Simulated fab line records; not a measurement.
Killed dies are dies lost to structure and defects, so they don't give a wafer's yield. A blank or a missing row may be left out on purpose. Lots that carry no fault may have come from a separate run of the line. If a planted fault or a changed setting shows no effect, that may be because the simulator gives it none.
Which of the tools did it? | flow sky130 | at 1 step of a route of 708, 12 lots with 36 wafers sampled

== WHAT THE GAUGES READ, wafer by wafer ==
SKY_VIA2_OVL_MEAS_13. Usual: VIA2_OVL gives 2 nm (standard deviation 6.5).
lot  | measured     | on         | VIA2_OVL (nm) | flag
L603 | day 36 17:08 | overlay-02 | -3 -7 2       |
L604 | day 37 01:41 | overlay-01 | 1 4 -1        |
L605 | day 37 11:59 | overlay-01 | 1 9 5         |
L606 | day 37 17:44 | overlay-02 | 8 6 5         |
L607 | day 38 02:59 | overlay-02 | -8 -9 -3      |
L608 | day 38 13:50 | overlay-01 | -7 0 -6       |
L613 | day 40 07:53 | overlay-01 | 7 7 13        |
L618 | day 41 08:53 | overlay-01 | -3 8 6        |
L619 | day 42 02:29 | overlay-02 | 6 4 11        |
L621 | day 42 04:14 | overlay-02 | 7 3 6         |
L623 | day 42 19:05 | overlay-02 | 18 13 12      |
L624 | day 43 03:38 | overlay-02 | -9 1 -6       |

== WHICH TOOL RAN EACH LOT (tool, then ch and the chambers of the sampled wafers, then the start) ==
No process step before these readings appears in the record.

== WHAT THE TOOLS THEMSELVES READ (means of the sampled wafers that have a number; where no wafer has one, the mark that the record gives instead) ==
The record holds no such reading with a usual standard deviation.

== THE ANSWER, worked out from the rows above alone ==
Rule: a lot counts as off when the mean over its wafers that have a number is more than 3 standard deviations away from the usual mean. Also off: a lot with no number at a reading for which 4 or more lots have one. Where the step has rows for the other lots, those lots are counted as sound. After the gauges, taken in route order, come the tools' own readings; for these a lot's mean is taken, as printed above. At the first step where some lot is off, the reading lying furthest off is the one used; lots without a number count as furthest.
None of the lots is off at any reading shown; this tells nothing.

== WHAT THE SIMULATOR HAD PUT IN ==
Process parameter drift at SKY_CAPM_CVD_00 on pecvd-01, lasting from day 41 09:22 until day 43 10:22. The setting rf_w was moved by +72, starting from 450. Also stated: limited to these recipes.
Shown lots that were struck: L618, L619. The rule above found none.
